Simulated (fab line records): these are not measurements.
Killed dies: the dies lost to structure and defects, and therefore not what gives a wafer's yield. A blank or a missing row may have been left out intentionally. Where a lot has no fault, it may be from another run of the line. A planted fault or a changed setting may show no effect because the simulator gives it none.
fab line records	flow sky130	part 1 of 2: steps 1 to 42 of 43
record: lots: 6	wafers: 18	last-day: 49
route steps=708 shown VIA2@520 METAL3@532 CAPM@537 PAD_OPEN@708
lots that met no fault: taken from a fault-free run of the same line
start-h: hours from the record's first day to the start of the lot's first wafer shown	wait-h: time in hours since the lot's previous step	" the same as in the row above	L1.1+2: a row that stands for several wafers	- no value, or no start given	* or withheld: withheld	< > ~ a bound
route shown NAME@n: NAME is a module with steps in the file, n the number in the route of the first one	usual: mean/standard deviation of fault-free wafers	same: alike in all rows	chamber/n: place in a boat	sites: per-site readings	_std_site: the values' standard deviation	_edge_site: inner sites' mean taken away from outer sites' mean	radius-mm: how far each site lies from the wafer's centre	mask NAME#n: copy n	behind: the last tool/chamber to shape the wafer	hold: what put the lot on hold/how long, in hours/how the hold closed	device: transistor that didn't switch, given as n, p or np	end of line: the route-end tests of the same wafers	a step given without rows: its recipe and nothing more	killed: count of dies lost to structure and defects at first sort (not the wafer's yield)	map: per-die view of a wafer (x killed, . not killed, _ where there is no die)
set.NAME: the setting as run; set.NAME@STEP: as run at that earlier step	model.NAME: the simulator's own value behind a step, which no gauge read
lots seen at some steps along the route; tables by step, rows by wafer
services: the hour from which a tool's chamber was out of use, counted from the record's first day as start-h (under 0 if before that day), plus the number of hours and why
== steps ==
step: SKY_VIA2_OVL_MEAS_13
usual: VIA2_OVL: 1/5.1
lot.wafer	tool	chamber	start-h	wait-h	VIA2_OVL[nm]
L507.1	overlay-01	-	867.90	0.1	5
L507.2	"	-	"	"	0
L507.5	"	-	"	"	3
L508.1	overlay-02	-	870.15	0.1	8
L508.2	"	-	"	"	6
L508.5	"	-	"	"	6
L515.2	overlay-02	-	919.71	0.1	2
L515.3	"	-	"	"	-4
L515.5	"	-	"	"	-3
L517.1	overlay-02	-	932.50	0.1	3
L517.3	"	-	"	"	1
L517.5	"	-	"	"	2
L520.3	overlay-01	-	958.72	0.1	-1
L520.4	"	-	"	"	-5
L520.5	"	-	"	"	-5
L524.2	overlay-01	-	977.46	0.1	-6
L524.3	"	-	"	"	-2
L524.5	"	-	"	"	-1
step: SKY_VIA2_ETCH_14
recipe: chemistry: N2/H2	target: BARC	ion-energy-ev: 200	source-w: 500	bias-w: 100	pressure-mtorr: 30	n2-flow-sccm: 100	h2-flow-sccm: 200	stop-on: SiO2	time-s: 45.9	target-depth-a: 600
usual: chamber-pressure-mTorr: 29.998/0.026	drypump-motor-current-A: 5.6/0.46	oes-product-au: 0.854/0.0047	throttle-valve-pct: 13.223/0.0085
lot.wafer	tool	chamber	start-h	wait-h	chamber-pressure-mTorr	drypump-motor-current-A	oes-product-au	rf-hours-counter-h	throttle-valve-pct
L507.1	rie-diel-02	1	867.94	0.0	29.998	4.9	0.862	16	13.227
L507.2	"	0	"	"	30.006	5.2	0.861	1	13.210
L507.5	"	0	"	"	29.992	5.2	0.858	-	13.222
L508.1	rie-diel-01	3	870.19	0.0	30.013	6.0	0.861	11	13.237
L508.2	"	1	"	"	30.009	6.1	0.848	13	13.225
L508.5	"	3	"	"	30.029	6.1	0.853	-	13.232
L515.2	rie-diel-02	0	919.74	0.0	30.029	5.2	0.854	2	13.207
L515.3	"	3	"	"	29.966	5.9	0.847	6	13.214
L515.5	"	3	"	"	30.019	5.9	0.848	-	13.217
L517.1	rie-diel-04	2	932.54	0.0	29.979	5.0	0.855	19	13.225
L517.3	"	1	"	"	29.998	5.4	0.851	9	13.228
L517.5	"	3	"	"	29.963	5.3	0.854	-	13.233
L520.3	rie-diel-01	2	958.75	0.0	30.031	5.4	0.851	17	13.220
L520.4	"	0	"	"	30.017	5.5	0.847	4	13.222
L520.5	"	3	"	"	29.961	6.1	0.852	-	13.218
L524.2	rie-diel-01	0	977.49	0.0	30.044	5.5	0.862	5	13.220
L524.3	"	1	"	"	30.006	6.1	0.858	16	13.218
L524.5	"	2	"	"	29.993	5.4	0.856	-	13.231
step: SKY_VIA2_ETCH_15
recipe: target: SiO2	chemistry: C4F8/O2/Ar	target-depth-nm: 546	stop-on: TiN	mask-material: KrF-thick	source-w: 1500	bias-w: 1200	pressure-mtorr: 40	c4f8-flow-sccm: withheld	O2_flow_sccm: 6	Ar_flow_sccm: 300	time-s: 84
step: SKY_VIA2_STRIP_16
recipe: chemistry: O2/N2	power-w: 1400	pressure-mtorr: 1500	platen-temp-c: withheld	o2-flow-sccm: 3000	n2-flow-sccm: 300	overash-fraction: 0.5
usual: chamber-pressure-mTorr: 1500.0/1.5	drypump-motor-current-A: 5.7/0.31	oes-product-au: 0.399/0.0049	strip-time-to-endpoint-s: 4.06/0.042
lot.wafer	tool	chamber	start-h	wait-h	chamber-pressure-mTorr	drypump-motor-current-A	oes-product-au	rf-hours-counter-h	strip-time-to-endpoint-s
L507.1	plasma-asher-03	1	868.04	0.0	1499.8	5.6	0.402	67	4.11
L507.2	"	0	"	"	1501.2	5.5	0.405	67	4.09
L507.5	"	1	"	"	1500.2	5.6	0.401	-	4.08
L508.1	plasma-asher-01	1	870.29	0.0	1500.5	5.9	0.398	44	4.12
L508.2	"	0	"	"	1500.0	6.2	0.401	44	4.07
L508.5	"	1	"	"	1499.0	5.9	0.405	-	4.10
L515.2	plasma-asher-03	0	919.84	0.0	1500.8	5.5	0.391	73	4.05
L515.3	"	1	"	"	1499.5	5.6	0.406	-	4.06
L515.5	"	1	"	"	1499.4	5.6	0.397	-	4.06
L517.1	plasma-asher-01	0	932.64	0.0	1499.1	6.3	0.403	50	4.04
L517.3	"	0	"	"	1499.2	6.2	0.402	-	3.97
L517.5	"	0	"	"	1502.5	6.2	0.390	-	4.06
L520.3	plasma-asher-03	0	958.89	0.1	1500.6	5.4	0.398	-	4.06
L520.4	"	1	"	"	1500.2	5.6	0.398	-	4.00
L520.5	"	1	"	"	1500.9	5.6	0.402	-	4.10
L524.2	plasma-asher-01	0	977.59	0.0	1500.2	6.2	0.396	53	4.01
L524.3	"	0	"	"	1502.0	6.2	0.403	-	4.02
L524.5	"	1	"	"	1501.5	5.9	0.393	-	4.01
step: SKY_VIA2_STRIP_17
recipe: chemistry: post-etch-residue-remover	time-s: 1200	temp-c: 72.5
step: SKY_VIA2_CLEAN_18
recipe: chemistry: IPA	time-s: 180	temp-c: 25
step: SKY_VIA2_CLEAN_19
recipe: chemistry: O3/DIW	dry: n2-spin
step: SKY_VIA2_SPUTTER_20
recipe: material: TiN	target-thk-nm: 20	chamber-pressure-pa: 5	power-w: 4000	time-s: 80
step: SKY_VIA2_CVD_21
recipe: material: W	target-thk-nm: 420	time-s: 126.4	temp-c: 400	pressure-torr: 40
step: SKY_VIA2_RS_MEAS_22
recipe: thk-meas-gauge: four-point-probe	reads: W_of_VIA2_CVD_21+TiN_of_VIA2_SPUTTER_20
usual: VIA2_W_RS: 0.267/0.0049
lot.wafer	tool	chamber	start-h	wait-h	VIA2_W_RS[ohm/sq]
L507.1	film-metro-01	-	868.89	0.1	0.269
L507.2	"	-	"	"	0.260
L507.5	"	-	"	"	0.261
L508.1	film-metro-01	-	871.12	0.1	0.270
L508.2	"	-	"	"	0.264
L508.5	"	-	"	"	0.269
L515.2	film-metro-01	-	920.65	0.1	0.264
L515.3	"	-	"	"	0.264
L515.5	"	-	"	"	0.269
L517.1	film-metro-03	-	933.43	0.1	0.268
L517.3	"	-	"	"	0.265
L517.5	"	-	"	"	0.270
L520.3	film-metro-01	-	959.68	0.1	0.264
L520.4	"	-	"	"	0.267
L520.5	"	-	"	"	0.266
L524.2	film-metro-01	-	978.56	0.2	0.275
L524.3	"	-	"	"	0.274
L524.5	"	-	"	"	0.270
step: SKY_VIA2_THK_MEAS_23
recipe: thk-meas-gauge: xrf	reads: W_of_VIA2_CVD_21
usual: VIA2_W_THK: 433/8.4
lot.wafer	tool	chamber	start-h	wait-h	VIA2_W_THK[nm]
L507.1	film-metro-01	-	869.01	0.1	427
L507.2	"	-	"	"	443
L507.5	"	-	"	"	439
L508.1	film-metro-01	-	871.24	0.1	426
L508.2	"	-	"	"	438
L508.5	"	-	"	"	428
L515.2	film-metro-01	-	920.76	0.1	439
L515.3	"	-	"	"	436
L515.5	"	-	"	"	429
L517.1	film-metro-03	-	933.55	0.1	437
L517.3	"	-	"	"	434
L517.5	"	-	"	"	427
L520.3	film-metro-01	-	959.78	0.1	435
L520.4	"	-	"	"	427
L520.5	"	-	"	"	429
L524.2	film-metro-01	-	978.67	0.1	418
L524.3	"	-	"	"	419
L524.5	"	-	"	"	425
step: SKY_VIA2_CMP_24
recipe: stop-on: SiO2	t-overpolish-s: 20	down-force-psi: 3.5	platen-rpm: 60	target-thk-nm: 0	pad-velocity-m-s: 0.94248
usual: head-pressure-psi: 3.500/0.0077	motor-current-A: 10.4/0.81	overpolish-run-s: 20.000/0.0091	time-to-endpoint-s: 102/5.7
lot.wafer	tool	chamber	start-h	wait-h	head-pressure-psi	motor-current-A	overpolish-run-s	time-to-endpoint-s
L507.2	cmp-01	2	869.07	0.0	3.507	9.4	19.999	97
L507.1	"	3	"	"	3.498	10.3	19.998	104
L507.5	"	3	"	"	3.496	10.5	20.001	111
L508.1	cmp-02	1	871.40	0.1	3.492	10.5	19.998	109
L508.2	"	2	"	"	3.500	9.4	19.991	106
L508.5	"	0	"	"	3.503	11.0	19.995	98
L515.3	cmp-01	3	920.86	0.1	3.506	10.3	20.006	104
L515.2	"	1	"	"	3.498	11.4	20.006	106
L515.5	"	2	"	"	3.498	8.9	20.000	94
L517.1	cmp-02	0	933.61	0.1	3.490	11.7	20.001	96
L517.3	"	2	"	"	3.508	9.2	20.012	105
L517.5	"	1	"	"	3.502	11.2	19.996	104
L520.4	cmp-02	1	959.82	0.0	3.497	11.1	19.991	111
L520.3	"	3	"	"	3.505	10.6	20.009	107
L520.5	"	2	"	"	3.488	9.2	20.004	107
L524.3	cmp-01	2	978.89	0.2	3.501	9.1	20.004	92
L524.2	"	3	"	"	3.500	11.1	19.991	102
L524.5	"	1	"	"	3.510	11.2	19.988	102
step: SKY_METAL3_SPUTTER_00
recipe: material: Ti	target-thk-nm: 15	power-w: 3000	time-s: 10	chamber-pressure-pa: 0.4
usual: throttle-valve-pct: 30.0/1.2
lot.wafer	tool	chamber	start-h	wait-h	throttle-valve-pct
L507.1	pvd-sputter-03	-	869.37	0.2	28.7
L507.2	"	-	"	"	29.8
L507.5	"	-	"	"	29.7
L508.1	pvd-sputter-02	-	871.60	0.1	31.3
L508.2	"	-	"	"	28.7
L508.5	"	-	"	"	29.0
L515.2	pvd-sputter-02	-	921.11	0.1	32.5
L515.3	"	-	"	"	31.2
L515.5	"	-	"	"	28.8
L517.1	pvd-sputter-02	-	933.91	0.2	28.9
L517.3	"	-	"	"	29.5
L517.5	"	-	"	"	32.1
L520.3	pvd-sputter-04	-	960.12	0.1	30.8
L520.4	"	-	"	"	28.9
L520.5	"	-	"	"	28.9
L524.2	pvd-sputter-03	-	979.09	0.1	31.3
L524.3	"	-	"	"	28.6
L524.5	"	-	"	"	31.1
step: SKY_METAL3_SPUTTER_01
recipe: material: TiN	target-thk-nm: 20	power-w: 6500	time-s: 16.7	chamber-pressure-pa: 0.4
step: SKY_METAL3_SPUTTER_02
recipe: material: AlCu	target-thk-nm: 735	power-w: 10600	time-s: 39.1	chamber-pressure-pa: 0.4
step: SKY_METAL3_SPUTTER_03
recipe: material: Ti	target-thk-nm: 5	power-w: 3000	time-s: 3.3	chamber-pressure-pa: 0.4
step: SKY_METAL3_SPUTTER_04
recipe: material: TiN	target-thk-nm: 70	power-w: 6500	time-s: 58.3	chamber-pressure-pa: 0.4
step: SKY_CAPM_CVD_00
recipe: material: SiO2	target-thk-nm: 15.5	temp-c: 400	time-s: withheld	rf-w: 450
usual: heater-power-w: 732/110
lot.wafer	tool	chamber	start-h	wait-h	heater-power-w
L507.1	pecvd-03	0	869.52	0.0	742
L507.2	"	1	"	"	854
L507.5	"	1	"	"	858
L508.1	pecvd-03	2	871.75	0.0	794
L508.2	"	1	"	"	891
L508.5	"	0	"	"	672
L515.2	pecvd-04	1	921.26	0.0	524
L515.3	"	2	"	"	678
L515.5	"	1	"	"	546
L517.1	pecvd-01	2	934.07	0.0	859
L517.3	"	0	"	"	621
L517.5	"	1	"	"	635
L520.3	pecvd-01	2	960.27	0.0	806
L520.4	"	1	"	"	718
L520.5	"	2	"	"	833
L524.2	pecvd-03	0	979.25	0.0	717
L524.3	"	0	"	"	720
L524.5	"	0	"	"	724
step: SKY_CAPM_THK_MEAS_01
recipe: reads: SiO2_of_CAPM_CVD_00
usual: CAPM_CVD_00_THK: 15.4/0.36
lot.wafer	tool	chamber	start-h	wait-h	CAPM_CVD_00_THK[nm]
L507.1	film-metro-03	-	869.55	-	15.2
L507.2	"	-	"	"	15.0
L507.5	"	-	"	"	15.1
L508.1	film-metro-02	-	871.77	-	15.1
L508.2	"	-	"	"	14.7
L508.5	"	-	"	"	15.5
L515.2	film-metro-03	-	921.29	-	14.7
L515.3	"	-	"	"	15.5
L515.5	"	-	"	"	15.2
L517.1	film-metro-02	-	934.09	-	15.5
L517.3	"	-	"	"	15.7
L517.5	"	-	"	"	15.5
L520.3	film-metro-03	-	960.32	-	15.3
L520.4	"	-	"	"	15.5
L520.5	"	-	"	"	15.5
L524.2	film-metro-01	-	979.29	-	15.6
L524.3	"	-	"	"	15.6
L524.5	"	-	"	"	15.9
step: SKY_CAPM_SPUTTER_02
recipe: material: TiN	target-thk-nm: 200	temp-c: 300	power-w: 6500	time-s: 166.7	chamber-pressure-pa: 0.4
usual: throttle-valve-pct: 30.0/1.4
lot.wafer	tool	chamber	start-h	wait-h	throttle-valve-pct
L507.1	pvd-sputter-02	-	869.61	0.1	28.9
L507.2	"	-	"	"	31.1
L507.5	"	-	"	"	32.2
L508.1	pvd-sputter-01	-	871.83	0.1	31.8
L508.2	"	-	"	"	29.5
L508.5	"	-	"	"	28.0
L515.2	pvd-sputter-01	-	921.34	0.0	31.8
L515.3	"	-	"	"	29.6
L515.5	"	-	"	"	31.7
L517.1	pvd-sputter-04	-	934.15	0.1	28.6
L517.3	"	-	"	"	28.6
L517.5	"	-	"	"	29.1
L520.3	pvd-sputter-02	-	960.36	0.0	32.3
L520.4	"	-	"	"	29.0
L520.5	"	-	"	"	32.3
L524.2	pvd-sputter-01	-	979.34	0.0	30.9
L524.3	"	-	"	"	31.6
L524.5	"	-	"	"	28.0
step: SKY_CAPM_RS_MEAS_03
recipe: thk-meas-gauge: four-point-probe	reads: TiN_of_CAPM_SPUTTER_02
usual: CAPM_TIN_RS: 6.92/0.074
lot.wafer	tool	chamber	start-h	wait-h	CAPM_TIN_RS[ohm/sq]
L507.1	film-metro-03	-	869.71	0.1	7.00
L507.2	"	-	"	"	7.01
L507.5	"	-	"	"	7.02
L508.1	film-metro-03	-	871.94	0.1	6.94
L508.2	"	-	"	"	6.96
L508.5	"	-	"	"	6.94
L515.2	film-metro-01	-	921.47	0.1	6.81
L515.3	"	-	"	"	6.86
L515.5	"	-	"	"	6.78
L517.1	film-metro-01	-	934.26	0.1	6.81
L517.3	"	-	"	"	6.84
L517.5	"	-	"	"	6.84
L520.3	film-metro-02	-	960.51	0.1	6.86
L520.4	"	-	"	"	6.86
L520.5	"	-	"	"	6.87
L524.2	film-metro-02	-	979.47	0.1	6.88
L524.3	"	-	"	"	6.93
L524.5	"	-	"	"	6.95
step: SKY_CAPM_THK_MEAS_04
recipe: thk-meas-gauge: xrf	reads: TiN_of_CAPM_SPUTTER_02
usual: CAPM_TIN_THK: 196.3/2
lot.wafer	tool	chamber	start-h	wait-h	CAPM_TIN_THK[nm]
L507.1	film-metro-03	-	869.83	0.1	194.9
L507.2	"	-	"	"	194.0
L507.5	"	-	"	"	193.1
L508.1	film-metro-03	-	872.06	0.1	196.0
L508.2	"	-	"	"	195.8
L508.5	"	-	"	"	195.9
L515.2	film-metro-01	-	921.58	0.1	199.4
L515.3	"	-	"	"	196.6
L515.5	"	-	"	"	199.4
L517.1	film-metro-01	-	934.38	0.1	198.5
L517.3	"	-	"	"	197.8
L517.5	"	-	"	"	197.8
L520.3	film-metro-02	-	960.61	0.1	196.8
L520.4	"	-	"	"	197.5
L520.5	"	-	"	"	197.0
L524.2	film-metro-02	-	979.58	0.1	196.8
L524.3	"	-	"	"	195.6
L524.5	"	-	"	"	194.6
step: SKY_CAPM_DEHYDRATE_05
recipe: temp-c: 200	time-s: 60
step: SKY_CAPM_HMDS_06
recipe: prime-time-s: 60	prime-temp-c: 120
step: SKY_CAPM_COAT_07
recipe: resist: NOVOLAK	spin-rpm: 3000	resist-thk-nm: 1140
step: SKY_CAPM_SOFTBAKE_08
recipe: temp-c: 90	time-s: 60	resist: NOVOLAK
step: SKY_CAPM_EXPOSE_09
recipe: mask-id: CAPM	na: 0.6	source-shape: conventional	sigma-outer: 0.6	polarization: unpolarized	target-cd-nm: 1000	dose-mj: 159
step: SKY_CAPM_PEB_10
recipe: temp-c: withheld	time-s: *	resist: NOVOLAK
step: SKY_CAPM_DEVELOP_11
recipe: resist: NOVOLAK	developer: TMAH	develop-time-s: 60	dev-temp-c: 23
step: SKY_CAPM_OVL_MEAS_12
usual: CAPM_OVL: -0.6/1.5
lot.wafer	tool	chamber	start-h	wait-h	CAPM_OVL[nm]
L507.1	overlay-01	-	895.08	0.1	0.0
L507.2	"	-	"	"	1.1
L507.5	"	-	"	"	1.7
L508.1	overlay-02	-	897.48	0.1	-1.8
L508.2	"	-	"	"	-2.4
L508.5	"	-	"	"	-0.5
L515.2	overlay-02	-	945.49	0.1	1.4
L515.3	"	-	"	"	-2.1
L515.5	"	-	"	"	0.1
L517.1	overlay-02	-	958.33	0.1	-2.7
L517.3	"	-	"	"	-3.0
L517.5	"	-	"	"	-4.5
L520.3	overlay-01	-	983.42	0.1	-1.6
L520.4	"	-	"	"	-2.0
L520.5	"	-	"	"	-1.5
L524.2	overlay-01	-	1002.29	0.1	-0.1
L524.3	"	-	"	"	1.0
L524.5	"	-	"	"	1.7
step: SKY_CAPM_METAL_ETCH_13
recipe: target-depth-nm: 220	stop-on: SiO2	chemistry: Cl2/BCl3	target: TiN	pressure-mtorr: 10	icp-w: 900	bias-w: 48.5	Cl2_flow_sccm: 60	bcl3-flow-sccm: 30	time-s: 62.9
step: SKY_CAPM_STRIP_14
recipe: chemistry: O2/N2	power-w: 1400	pressure-mtorr: 1500	platen-temp-c: withheld	o2-flow-sccm: 3000	n2-flow-sccm: 300	overash-fraction: 0.5
step: SKY_CAPM_STRIP_15
recipe: chemistry: post-etch-residue-remover	time-s: 1200	temp-c: 72.5
step: SKY_CAPM_CLEAN_16
recipe: chemistry: IPA	time-s: 180	temp-c: 25
step: SKY_CAPM_CLEAN_17
recipe: chemistry: O3/DIW	dry: n2-spin
step: SKY_METAL3_DEHYDRATE_05
recipe: temp-c: 200	time-s: 60
step: SKY_METAL3_HMDS_06
recipe: prime-time-s: 60	prime-temp-c: 120
step: SKY_METAL3_COAT_07
recipe: resist: BARC	temp-c: withheld	time-s: withheld	spin-rpm: 3000	resist-thk-nm: 60
step: SKY_METAL3_COAT_08
recipe: resist: KrF-thick	spin-rpm: 3000	resist-thk-nm: 1140
step: SKY_METAL3_SOFTBAKE_09
recipe: temp-c: 100	time-s: 90	resist: KrF-thick
step: SKY_METAL3_EXPOSE_10
recipe: mask-id: MM3	na: 0.68	source-shape: annular	sigma-inner: 0.4	sigma-outer: 0.8	target-cd-nm: 300	dose-mj: 28
step: SKY_METAL3_PEB_11
recipe: peb-temp-c: withheld	peb-time-s: withheld	resist: KrF-thick
